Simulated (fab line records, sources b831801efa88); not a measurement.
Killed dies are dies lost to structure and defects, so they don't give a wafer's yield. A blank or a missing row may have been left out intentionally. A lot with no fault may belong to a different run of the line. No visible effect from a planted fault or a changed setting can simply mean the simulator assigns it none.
fab line records :: flow gf180mcu
record:
  lots: 14
  wafers: 42
  last-day: 34
route steps=602 shown HV_LDD@212 V1@350 M2@362 V2@383
lots with no fault: from the same line, run without faults
start-h: hours from the record's opening day to when the first of the lot's shown wafers began :: wait-h: how many hours have passed since the lot's step before this one :: " identical to the entry in the row above :: L1.1+2: one row covering several wafers at once :: - no value, or no start was given :: * or withheld: withheld :: < > ~ a bound
route shown NAME@n: a module of which the file shows steps, and the number in the route of the first :: usual: mean/standard deviation taken from wafers without a fault :: same: alike in all rows :: chamber/n: place in a boat :: sites: readings site by site :: _std_site: the standard deviation of these :: _edge_site: the outer-site mean with the inner-site mean subtracted :: radius-mm: for every site, how far away it sits from the centre of the wafer :: mask NAME#n: copy n :: behind: the last tool/chamber to shape the wafer :: hold: the reason the lot was held/the length of the hold in hours/how it ended :: device: which transistor (n, p or np) failed to switch :: end of line: the route-end tests of the same wafers :: a step without rows: its recipe alone :: killed: at the first sort, the dies lost to defects and structure; wafer yield is something else :: map: a wafer's dies, x killed, . not, _ none there
set.NAME: the setting that was run; set.NAME@STEP: the one run at that earlier step :: model.NAME: the simulator's own value behind a step, which no gauge read
steps of the route over a sample of lots; a table a step, a row a wafer
services: from which hour (start-h, from the record's first day; less than 0 if before it) a tool's chamber was out of use, for how many hours, and why
== steps ==
step: GF_HV_LDD_IMPLANT_36
recipe:
  species: P
  energy-kev: 60
  dose-cm2: 7.5e+12
  tilt-deg: 30
  rotation-deg: 270
usual:
  beam-energy-keV: 59.998/0.019
lot.wafer: L151.3
tool: implanter-02
chamber: 0
start-h: 266.24
wait-h: 0.1
beam-energy-keV: 59.982

lot.wafer: L151.4
tool: implanter-02
chamber: 0
start-h: 266.24
wait-h: 0.1
beam-energy-keV: 59.993

lot.wafer: L151.6
tool: implanter-02
chamber: 0
start-h: 266.24
wait-h: 0.1
beam-energy-keV: 59.976

lot.wafer: L150.1
tool: implanter-04
chamber: 0
start-h: 266.49
wait-h: 0.1
beam-energy-keV: 59.980

lot.wafer: L150.5
tool: implanter-04
chamber: 0
start-h: 266.49
wait-h: 0.1
beam-energy-keV: 59.979

lot.wafer: L150.6
tool: implanter-04
chamber: 0
start-h: 266.49
wait-h: 0.1
beam-energy-keV: 59.994

lot.wafer: L152.1
tool: implanter-01
chamber: 0
start-h: 283.86
wait-h: 0.1
beam-energy-keV: 60.009

lot.wafer: L152.5
tool: implanter-01
chamber: 0
start-h: 283.86
wait-h: 0.1
beam-energy-keV: 60.017

lot.wafer: L152.6
tool: implanter-01
chamber: 0
start-h: 283.86
wait-h: 0.1
beam-energy-keV: 60.037

lot.wafer: L153.2
tool: implanter-01
chamber: 0
start-h: 293.93
wait-h: 0.1
beam-energy-keV: 60.004

lot.wafer: L153.4
tool: implanter-01
chamber: 0
start-h: 293.93
wait-h: 0.1
beam-energy-keV: 59.983

lot.wafer: L153.5
tool: implanter-01
chamber: 0
start-h: 293.93
wait-h: 0.1
beam-energy-keV: 59.993

lot.wafer: L155.3
tool: implanter-01
chamber: 0
start-h: 311.79
wait-h: 0.1
beam-energy-keV: 60.015

lot.wafer: L155.4
tool: implanter-01
chamber: 0
start-h: 311.79
wait-h: 0.1
beam-energy-keV: 60.028

lot.wafer: L155.5
tool: implanter-01
chamber: 0
start-h: 311.79
wait-h: 0.1
beam-energy-keV: 60.011

lot.wafer: L157.2
tool: implanter-02
chamber: 0
start-h: 321.28
wait-h: 0.1
beam-energy-keV: 59.991

lot.wafer: L157.4
tool: implanter-02
chamber: 0
start-h: 321.28
wait-h: 0.1
beam-energy-keV: 59.981

lot.wafer: L157.5
tool: implanter-02
chamber: 0
start-h: 321.28
wait-h: 0.1
beam-energy-keV: 59.996

lot.wafer: L159.1
tool: implanter-01
chamber: 0
start-h: 336.19
wait-h: 0.1
beam-energy-keV: 60.001

lot.wafer: L159.3
tool: implanter-01
chamber: 0
start-h: 336.19
wait-h: 0.1
beam-energy-keV: 59.982

lot.wafer: L159.6
tool: implanter-01
chamber: 0
start-h: 336.19
wait-h: 0.1
beam-energy-keV: 60.009

lot.wafer: L160.2
tool: implanter-04
chamber: 0
start-h: 344.06
wait-h: 0.1
beam-energy-keV: 60.022

lot.wafer: L160.4
tool: implanter-04
chamber: 0
start-h: 344.06
wait-h: 0.1
beam-energy-keV: 60.002

lot.wafer: L160.6
tool: implanter-04
chamber: 0
start-h: 344.06
wait-h: 0.1
beam-energy-keV: 60.012

lot.wafer: L164.1
tool: implanter-02
chamber: 0
start-h: 373.04
wait-h: 0.1
beam-energy-keV: 59.992

lot.wafer: L164.3
tool: implanter-02
chamber: 0
start-h: 373.04
wait-h: 0.1
beam-energy-keV: 59.969

lot.wafer: L164.5
tool: implanter-02
chamber: 0
start-h: 373.04
wait-h: 0.1
beam-energy-keV: 59.997

lot.wafer: L167.3
tool: implanter-04
chamber: 0
start-h: 392.65
wait-h: 0.1
beam-energy-keV: 57.809

lot.wafer: L167.4
tool: implanter-04
chamber: 0
start-h: 392.65
wait-h: 0.1
beam-energy-keV: 57.790

lot.wafer: L167.6
tool: implanter-04
chamber: 0
start-h: 392.65
wait-h: 0.1
beam-energy-keV: 57.837

lot.wafer: L168.2
tool: implanter-04
chamber: 0
start-h: 399.78
wait-h: 0.1
beam-energy-keV: 57.830

lot.wafer: L168.4
tool: implanter-04
chamber: 0
start-h: 399.78
wait-h: 0.1
beam-energy-keV: 57.813

lot.wafer: L168.5
tool: implanter-04
chamber: 0
start-h: 399.78
wait-h: 0.1
beam-energy-keV: 57.801

lot.wafer: L170.2
tool: implanter-02
chamber: 0
start-h: 415.98
wait-h: 0.1
beam-energy-keV: 60.002

lot.wafer: L170.3
tool: implanter-02
chamber: 0
start-h: 415.98
wait-h: 0.1
beam-energy-keV: 60.008

lot.wafer: L170.6
tool: implanter-02
chamber: 0
start-h: 415.98
wait-h: 0.1
beam-energy-keV: 60.009

lot.wafer: L171.3
tool: implanter-02
chamber: 0
start-h: 424.70
wait-h: 0.1
beam-energy-keV: 60.022

lot.wafer: L171.4
tool: implanter-02
chamber: 0
start-h: 424.70
wait-h: 0.1
beam-energy-keV: 60.027

lot.wafer: L171.6
tool: implanter-02
chamber: 0
start-h: 424.70
wait-h: 0.1
beam-energy-keV: 60.010

lot.wafer: L172.1
tool: implanter-02
chamber: 0
start-h: 431.90
wait-h: 0.1
beam-energy-keV: 60.005

lot.wafer: L172.2
tool: implanter-02
chamber: 0
start-h: 431.90
wait-h: 0.1
beam-energy-keV: 60.020

lot.wafer: L172.4
tool: implanter-02
chamber: 0
start-h: 431.90
wait-h: 0.1
beam-energy-keV: 60.026
step: GF_V1_OVL_MEAS_15
usual:
  V1_OVL: -2/5.5
lot.wafer: L151.3
tool: overlay-01
chamber: -
start-h: 425.88
wait-h: 0.1
V1_OVL[nm]: -3

lot.wafer: L151.4
tool: overlay-01
chamber: -
start-h: 425.88
wait-h: 0.1
V1_OVL[nm]: 5

lot.wafer: L151.6
tool: overlay-01
chamber: -
start-h: 425.88
wait-h: 0.1
V1_OVL[nm]: 7

lot.wafer: L150.1
tool: overlay-02
chamber: -
start-h: 428.32
wait-h: 0.1
V1_OVL[nm]: 8

lot.wafer: L150.5
tool: overlay-02
chamber: -
start-h: 428.32
wait-h: 0.1
V1_OVL[nm]: 3

lot.wafer: L150.6
tool: overlay-02
chamber: -
start-h: 428.32
wait-h: 0.1
V1_OVL[nm]: -5

lot.wafer: L152.1
tool: overlay-01
chamber: -
start-h: 447.30
wait-h: 0.1
V1_OVL[nm]: -2

lot.wafer: L152.5
tool: overlay-01
chamber: -
start-h: 447.30
wait-h: 0.1
V1_OVL[nm]: -2

lot.wafer: L152.6
tool: overlay-01
chamber: -
start-h: 447.30
wait-h: 0.1
V1_OVL[nm]: -9

lot.wafer: L153.2
tool: overlay-02
chamber: -
start-h: 460.35
wait-h: 0.1
V1_OVL[nm]: 4

lot.wafer: L153.4
tool: overlay-02
chamber: -
start-h: 460.35
wait-h: 0.1
V1_OVL[nm]: 2

lot.wafer: L153.5
tool: overlay-02
chamber: -
start-h: 460.35
wait-h: 0.1
V1_OVL[nm]: 0

lot.wafer: L155.3
tool: overlay-02
chamber: -
start-h: 481.68
wait-h: 0.1
V1_OVL[nm]: -3

lot.wafer: L155.4
tool: overlay-02
chamber: -
start-h: 481.68
wait-h: 0.1
V1_OVL[nm]: -6

lot.wafer: L155.5
tool: overlay-02
chamber: -
start-h: 481.68
wait-h: 0.1
V1_OVL[nm]: -11

lot.wafer: L157.2
tool: overlay-01
chamber: -
start-h: 492.32
wait-h: 0.1
V1_OVL[nm]: 2

lot.wafer: L157.4
tool: overlay-01
chamber: -
start-h: 492.32
wait-h: 0.1
V1_OVL[nm]: -6

lot.wafer: L157.5
tool: overlay-01
chamber: -
start-h: 492.32
wait-h: 0.1
V1_OVL[nm]: -3

lot.wafer: L159.1
tool: overlay-01
chamber: -
start-h: 510.57
wait-h: 0.1
V1_OVL[nm]: 3

lot.wafer: L159.3
tool: overlay-01
chamber: -
start-h: 510.57
wait-h: 0.1
V1_OVL[nm]: 1

lot.wafer: L159.6
tool: overlay-01
chamber: -
start-h: 510.57
wait-h: 0.1
V1_OVL[nm]: 3

lot.wafer: L160.2
tool: overlay-01
chamber: -
start-h: 518.32
wait-h: 0.1
V1_OVL[nm]: -5

lot.wafer: L160.4
tool: overlay-01
chamber: -
start-h: 518.32
wait-h: 0.1
V1_OVL[nm]: -8

lot.wafer: L160.6
tool: overlay-01
chamber: -
start-h: 518.32
wait-h: 0.1
V1_OVL[nm]: -4

lot.wafer: L164.1
tool: overlay-02
chamber: -
start-h: 546.46
wait-h: 0.1
V1_OVL[nm]: 6

lot.wafer: L164.3
tool: overlay-02
chamber: -
start-h: 546.46
wait-h: 0.1
V1_OVL[nm]: 5

lot.wafer: L164.5
tool: overlay-02
chamber: -
start-h: 546.46
wait-h: 0.1
V1_OVL[nm]: 9

lot.wafer: L167.3
tool: overlay-02
chamber: -
start-h: 567.91
wait-h: 0.1
V1_OVL[nm]: -12

lot.wafer: L167.4
tool: overlay-02
chamber: -
start-h: 567.91
wait-h: 0.1
V1_OVL[nm]: -1

lot.wafer: L167.6
tool: overlay-02
chamber: -
start-h: 567.91
wait-h: 0.1
V1_OVL[nm]: 3

lot.wafer: L168.2
tool: overlay-02
chamber: -
start-h: 571.52
wait-h: 0.1
V1_OVL[nm]: -1

lot.wafer: L168.4
tool: overlay-02
chamber: -
start-h: 571.52
wait-h: 0.1
V1_OVL[nm]: 2

lot.wafer: L168.5
tool: overlay-02
chamber: -
start-h: 571.52
wait-h: 0.1
V1_OVL[nm]: -3

lot.wafer: L170.2
tool: overlay-02
chamber: -
start-h: 584.72
wait-h: 0.1
V1_OVL[nm]: -6

lot.wafer: L170.3
tool: overlay-02
chamber: -
start-h: 584.72
wait-h: 0.1
V1_OVL[nm]: -6

lot.wafer: L170.6
tool: overlay-02
chamber: -
start-h: 584.72
wait-h: 0.1
V1_OVL[nm]: 0

lot.wafer: L171.3
tool: overlay-01
chamber: -
start-h: 595.57
wait-h: 0.1
V1_OVL[nm]: -8

lot.wafer: L171.4
tool: overlay-01
chamber: -
start-h: 595.57
wait-h: 0.1
V1_OVL[nm]: -7

lot.wafer: L171.6
tool: overlay-01
chamber: -
start-h: 595.57
wait-h: 0.1
V1_OVL[nm]: -2

lot.wafer: L172.1
tool: overlay-02
chamber: -
start-h: 603.46
wait-h: 0.1
V1_OVL[nm]: -7

lot.wafer: L172.2
tool: overlay-02
chamber: -
start-h: 603.46
wait-h: 0.1
V1_OVL[nm]: 10

lot.wafer: L172.4
tool: overlay-02
chamber: -
start-h: 603.46
wait-h: 0.1
V1_OVL[nm]: 2
step: GF_M2_SPUTTER_00
recipe:
  material: Ti
  target-thk-nm: 37.5
  arriving-ion-energy-ev: 80
  substrate-temp-c: 200
  chamber-pressure-pa: 2
  power-w: 4000
  time-s: 150
usual:
  throttle-valve-pct: 30.1/1.2
lot.wafer: L151.3
tool: pvd-sputter-04
chamber: -
start-h: 427.38
wait-h: 0.2
throttle-valve-pct: 30.5

lot.wafer: L151.4
tool: pvd-sputter-04
chamber: -
start-h: 427.38
wait-h: 0.2
throttle-valve-pct: 31.6

lot.wafer: L151.6
tool: pvd-sputter-04
chamber: -
start-h: 427.38
wait-h: 0.2
throttle-valve-pct: 31.9

lot.wafer: L150.1
tool: pvd-sputter-02
chamber: -
start-h: 429.81
wait-h: 0.2
throttle-valve-pct: 30.4

lot.wafer: L150.5
tool: pvd-sputter-02
chamber: -
start-h: 429.81
wait-h: 0.2
throttle-valve-pct: 29.0

lot.wafer: L150.6
tool: pvd-sputter-02
chamber: -
start-h: 429.81
wait-h: 0.2
throttle-valve-pct: 28.5

lot.wafer: L152.1
tool: pvd-sputter-04
chamber: -
start-h: 448.70
wait-h: 0.2
throttle-valve-pct: 30.5

lot.wafer: L152.5
tool: pvd-sputter-04
chamber: -
start-h: 448.70
wait-h: 0.2
throttle-valve-pct: 31.5

lot.wafer: L152.6
tool: pvd-sputter-04
chamber: -
start-h: 448.70
wait-h: 0.2
throttle-valve-pct: 30.3

lot.wafer: L153.2
tool: pvd-sputter-02
chamber: -
start-h: 461.75
wait-h: 0.1
throttle-valve-pct: 28.5

lot.wafer: L153.4
tool: pvd-sputter-02
chamber: -
start-h: 461.75
wait-h: 0.1
throttle-valve-pct: 30.8

lot.wafer: L153.5
tool: pvd-sputter-02
chamber: -
start-h: 461.75
wait-h: 0.1
throttle-valve-pct: 28.8

lot.wafer: L155.3
tool: pvd-sputter-03
chamber: -
start-h: 483.09
wait-h: 0.1
throttle-valve-pct: 29.3

lot.wafer: L155.4
tool: pvd-sputter-03
chamber: -
start-h: 483.09
wait-h: 0.1
throttle-valve-pct: 30.5

lot.wafer: L155.5
tool: pvd-sputter-03
chamber: -
start-h: 483.09
wait-h: 0.1
throttle-valve-pct: 29.7

lot.wafer: L157.2
tool: pvd-sputter-03
chamber: -
start-h: 493.72
wait-h: 0.2
throttle-valve-pct: 29.7

lot.wafer: L157.4
tool: pvd-sputter-03
chamber: -
start-h: 493.72
wait-h: 0.2
throttle-valve-pct: 32.1

lot.wafer: L157.5
tool: pvd-sputter-03
chamber: -
start-h: 493.72
wait-h: 0.2
throttle-valve-pct: 31.9

lot.wafer: L159.1
tool: pvd-sputter-02
chamber: -
start-h: 511.96
wait-h: 0.2
throttle-valve-pct: 30.6

lot.wafer: L159.3
tool: pvd-sputter-02
chamber: -
start-h: 511.96
wait-h: 0.2
throttle-valve-pct: 30.7

lot.wafer: L159.6
tool: pvd-sputter-02
chamber: -
start-h: 511.96
wait-h: 0.2
throttle-valve-pct: 29.0

lot.wafer: L160.2
tool: pvd-sputter-04
chamber: -
start-h: 520.05
wait-h: 0.1
throttle-valve-pct: 32.0

lot.wafer: L160.4
tool: pvd-sputter-04
chamber: -
start-h: 520.05
wait-h: 0.1
throttle-valve-pct: 31.4

lot.wafer: L160.6
tool: pvd-sputter-04
chamber: -
start-h: 520.05
wait-h: 0.1
throttle-valve-pct: 31.2

lot.wafer: L164.1
tool: pvd-sputter-02
chamber: -
start-h: 548.11
wait-h: 0.2
throttle-valve-pct: 28.7

lot.wafer: L164.3
tool: pvd-sputter-02
chamber: -
start-h: 548.11
wait-h: 0.2
throttle-valve-pct: 29.9

lot.wafer: L164.5
tool: pvd-sputter-02
chamber: -
start-h: 548.11
wait-h: 0.2
throttle-valve-pct: 28.9

lot.wafer: L167.3
tool: pvd-sputter-04
chamber: -
start-h: 569.63
wait-h: 0.1
throttle-valve-pct: 31.1

lot.wafer: L167.4
tool: pvd-sputter-04
chamber: -
start-h: 569.63
wait-h: 0.1
throttle-valve-pct: 30.4

lot.wafer: L167.6
tool: pvd-sputter-04
chamber: -
start-h: 569.63
wait-h: 0.1
throttle-valve-pct: 32.1

lot.wafer: L168.2
tool: pvd-sputter-04
chamber: -
start-h: 573.30
wait-h: 0.1
throttle-valve-pct: 31.3

lot.wafer: L168.4
tool: pvd-sputter-04
chamber: -
start-h: 573.30
wait-h: 0.1
throttle-valve-pct: 32.0

lot.wafer: L168.5
tool: pvd-sputter-04
chamber: -
start-h: 573.30
wait-h: 0.1
throttle-valve-pct: 30.4

lot.wafer: L170.2
tool: pvd-sputter-02
chamber: -
start-h: 586.11
wait-h: 0.1
throttle-valve-pct: 28.4

lot.wafer: L170.3
tool: pvd-sputter-02
chamber: -
start-h: 586.11
wait-h: 0.1
throttle-valve-pct: 31.0

lot.wafer: L170.6
tool: pvd-sputter-02
chamber: -
start-h: 586.11
wait-h: 0.1
throttle-valve-pct: 28.6

lot.wafer: L171.3
tool: pvd-sputter-04
chamber: -
start-h: 596.98
wait-h: 0.2
throttle-valve-pct: 30.4

lot.wafer: L171.4
tool: pvd-sputter-04
chamber: -
start-h: 596.98
wait-h: 0.2
throttle-valve-pct: 31.2

lot.wafer: L171.6
tool: pvd-sputter-04
chamber: -
start-h: 596.98
wait-h: 0.2
throttle-valve-pct: 31.4

lot.wafer: L172.1
tool: pvd-sputter-03
chamber: -
start-h: 604.86
wait-h: 0.1
throttle-valve-pct: 31.9

lot.wafer: L172.2
tool: pvd-sputter-03
chamber: -
start-h: 604.86
wait-h: 0.1
throttle-valve-pct: 29.7

lot.wafer: L172.4
tool: pvd-sputter-03
chamber: -
start-h: 604.86
wait-h: 0.1
throttle-valve-pct: 30.5
step: GF_V2_THK_MEAS_01
recipe:
  reads: SiO2_of_V2_CVD_00
usual:
  V2_CVD_00_THK: 599/6.1
lot.wafer: L151.3
tool: film-metro-04
chamber: -
start-h: 452.68
wait-h: 0.1
V2_CVD_00_THK[nm]: 605

lot.wafer: L151.4
tool: film-metro-04
chamber: -
start-h: 452.68
wait-h: 0.1
V2_CVD_00_THK[nm]: 609

lot.wafer: L151.6
tool: film-metro-04
chamber: -
start-h: 452.68
wait-h: 0.1
V2_CVD_00_THK[nm]: 605

lot.wafer: L150.1
tool: film-metro-02
chamber: -
start-h: 454.38
wait-h: 0.0
V2_CVD_00_THK[nm]: 596

lot.wafer: L150.5
tool: film-metro-02
chamber: -
start-h: 454.38
wait-h: 0.0
V2_CVD_00_THK[nm]: 597

lot.wafer: L150.6
tool: film-metro-02
chamber: -
start-h: 454.38
wait-h: 0.0
V2_CVD_00_THK[nm]: 604

lot.wafer: L152.1
tool: film-metro-02
chamber: -
start-h: 474.58
wait-h: 0.0
V2_CVD_00_THK[nm]: 596

lot.wafer: L152.5
tool: film-metro-02
chamber: -
start-h: 474.58
wait-h: 0.0
V2_CVD_00_THK[nm]: 594

lot.wafer: L152.6
tool: film-metro-02
chamber: -
start-h: 474.58
wait-h: 0.0
V2_CVD_00_THK[nm]: 591

lot.wafer: L153.2
tool: film-metro-01
chamber: -
start-h: 486.64
wait-h: 0.0
V2_CVD_00_THK[nm]: 600

lot.wafer: L153.4
tool: film-metro-01
chamber: -
start-h: 486.64
wait-h: 0.0
V2_CVD_00_THK[nm]: 599

lot.wafer: L153.5
tool: film-metro-01
chamber: -
start-h: 486.64
wait-h: 0.0
V2_CVD_00_THK[nm]: 603

lot.wafer: L155.3
tool: film-metro-04
chamber: -
start-h: 508.00
wait-h: 0.1
V2_CVD_00_THK[nm]: 600

lot.wafer: L155.4
tool: film-metro-04
chamber: -
start-h: 508.00
wait-h: 0.1
V2_CVD_00_THK[nm]: 608

lot.wafer: L155.5
tool: film-metro-04
chamber: -
start-h: 508.00
wait-h: 0.1
V2_CVD_00_THK[nm]: 603

lot.wafer: L157.2
tool: film-metro-04
chamber: -
start-h: 518.41
wait-h: 0.0
V2_CVD_00_THK[nm]: 609

lot.wafer: L157.4
tool: film-metro-04
chamber: -
start-h: 518.41
wait-h: 0.0
V2_CVD_00_THK[nm]: 607

lot.wafer: L157.5
tool: film-metro-04
chamber: -
start-h: 518.41
wait-h: 0.0
V2_CVD_00_THK[nm]: 610

lot.wafer: L159.1
tool: film-metro-04
chamber: -
start-h: 535.64
wait-h: 0.0
V2_CVD_00_THK[nm]: 595

lot.wafer: L159.3
tool: film-metro-04
chamber: -
start-h: 535.64
wait-h: 0.0
V2_CVD_00_THK[nm]: 587

lot.wafer: L159.6
tool: film-metro-04
chamber: -
start-h: 535.64
wait-h: 0.0
V2_CVD_00_THK[nm]: 597

lot.wafer: L160.2
tool: film-metro-02
chamber: -
start-h: 544.13
wait-h: 0.0
V2_CVD_00_THK[nm]: 590

lot.wafer: L160.4
tool: film-metro-02
chamber: -
start-h: 544.13
wait-h: 0.0
V2_CVD_00_THK[nm]: 601

lot.wafer: L160.6
tool: film-metro-02
chamber: -
start-h: 544.13
wait-h: 0.0
V2_CVD_00_THK[nm]: 597

lot.wafer: L164.1
tool: film-metro-02
chamber: -
start-h: 571.31
wait-h: 0.0
V2_CVD_00_THK[nm]: 594

lot.wafer: L164.3
tool: film-metro-02
chamber: -
start-h: 571.31
wait-h: 0.0
V2_CVD_00_THK[nm]: 594

lot.wafer: L164.5
tool: film-metro-02
chamber: -
start-h: 571.31
wait-h: 0.0
V2_CVD_00_THK[nm]: 594

lot.wafer: L167.3
tool: film-metro-02
chamber: -
start-h: 592.22
wait-h: 0.1
V2_CVD_00_THK[nm]: 601

lot.wafer: L167.4
tool: film-metro-02
chamber: -
start-h: 592.22
wait-h: 0.1
V2_CVD_00_THK[nm]: 604

lot.wafer: L167.6
tool: film-metro-02
chamber: -
start-h: 592.22
wait-h: 0.1
V2_CVD_00_THK[nm]: 605

lot.wafer: L168.2
tool: film-metro-02
chamber: -
start-h: 595.35
wait-h: 0.0
V2_CVD_00_THK[nm]: 586

lot.wafer: L168.4
tool: film-metro-02
chamber: -
start-h: 595.35
wait-h: 0.0
V2_CVD_00_THK[nm]: 585

lot.wafer: L168.5
tool: film-metro-02
chamber: -
start-h: 595.35
wait-h: 0.0
V2_CVD_00_THK[nm]: 589

lot.wafer: L170.2
tool: film-metro-01
chamber: -
start-h: 608.12
wait-h: 0.0
V2_CVD_00_THK[nm]: 601

lot.wafer: L170.3
tool: film-metro-01
chamber: -
start-h: 608.12
wait-h: 0.0
V2_CVD_00_THK[nm]: 608

lot.wafer: L170.6
tool: film-metro-01
chamber: -
start-h: 608.12
wait-h: 0.0
V2_CVD_00_THK[nm]: 606

lot.wafer: L171.3
tool: film-metro-04
chamber: -
start-h: 618.17
wait-h: 0.1
V2_CVD_00_THK[nm]: 596

lot.wafer: L171.4
tool: film-metro-04
chamber: -
start-h: 618.17
wait-h: 0.1
V2_CVD_00_THK[nm]: 591

lot.wafer: L171.6
tool: film-metro-04
chamber: -
start-h: 618.17
wait-h: 0.1
V2_CVD_00_THK[nm]: 597

lot.wafer: L172.1
tool: film-metro-02
chamber: -
start-h: 626.14
wait-h: 0.1
V2_CVD_00_THK[nm]: 605

lot.wafer: L172.2
tool: film-metro-02
chamber: -
start-h: 626.14
wait-h: 0.1
V2_CVD_00_THK[nm]: 596

lot.wafer: L172.4
tool: film-metro-02
chamber: -
start-h: 626.14
wait-h: 0.1
V2_CVD_00_THK[nm]: 604
== services ==
tool: implanter-04
chamber: -
start-h: 242.50
hours: 4.5
kind: repair

tool: pvd-sputter-03
chamber: -
start-h: 245.37
hours: 14.4
kind: repair

tool: pvd-sputter-02
chamber: -
start-h: 282.15
hours: 11.3
kind: repair

tool: implanter-01
chamber: -
start-h: 344.42
hours: 115.7
kind: pm

tool: implanter-02
chamber: -
start-h: 383.99
hours: 6.1
kind: repair

tool: pvd-sputter-02
chamber: -
start-h: 394.88
hours: 1.9
kind: repair

tool: pvd-sputter-02
chamber: -
start-h: 444.28
hours: 6.8
kind: repair

tool: implanter-01
chamber: -
start-h: 460.10
hours: 14.2
kind: pm

tool: implanter-02
chamber: -
start-h: 461.47
hours: 2.9
kind: repair

tool: implanter-04
chamber: -
start-h: 470.23
hours: 2.5
kind: repair

tool: pvd-sputter-02
chamber: -
start-h: 473.15
hours: 14.5
kind: repair

tool: implanter-02
chamber: -
start-h: 493.26
hours: 4.2
kind: pm

tool: implanter-04
chamber: -
start-h: 505.92
hours: 1.1
kind: repair

tool: implanter-04
chamber: -
start-h: 530.14
hours: 1.2
kind: repair

tool: implanter-02
chamber: -
start-h: 550.45
hours: 1.0
kind: repair

tool: implanter-02
chamber: -
start-h: 561.29
hours: 5.2
kind: repair

tool: pvd-sputter-02
chamber: -
start-h: 565.14
hours: 2.4
kind: repair

tool: implanter-02
chamber: -
start-h: 575.92
hours: 3.3
kind: repair

tool: implanter-02
chamber: -
start-h: 583.43
hours: 1.6
kind: repair

tool: pvd-sputter-03
chamber: -
start-h: 586.31
hours: 6.3
kind: repair

tool: implanter-04
chamber: -
start-h: 589.74
hours: 4.7
kind: repair

tool: implanter-01
chamber: -
start-h: 600.87
hours: 6.3
kind: pm
== key ==
first-sign:
  step: GF_HV_LDD_IMPLANT_36
  reading: beam-energy-keV
  direction: down
  sigmas: 99+
  usual: 59.998
  struck: 57.813
effect none on later readings
met-at GF_HV_LDD_IMPLANT_36
struck-lots L167,L168
tester-left-out L167,L168
not-acting-at GF_V1_OVL_MEAS_15,GF_M2_SPUTTER_00,GF_V2_THK_MEAS_01
onset-between 344.06 392.65
fault:
  kind: process-parameter-drift
  tool: implanter-04
  chamber: -
  onset-h: 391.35
  steps: GF_HV_LDD_IMPLANT_36
  channel: energy-kev
  offset: -2.1833
  shape: step
  end-h: 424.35
  acts-in: these-recipes-only
  stated: 60
tester-left-out: of these lots the tester's yield and bins aren't shown, on N5 and GAA mostly nor the transistor test; their killed dies are dies lost to structure and defects alone, not to doping, threshold or leakage, so they don't give the yield
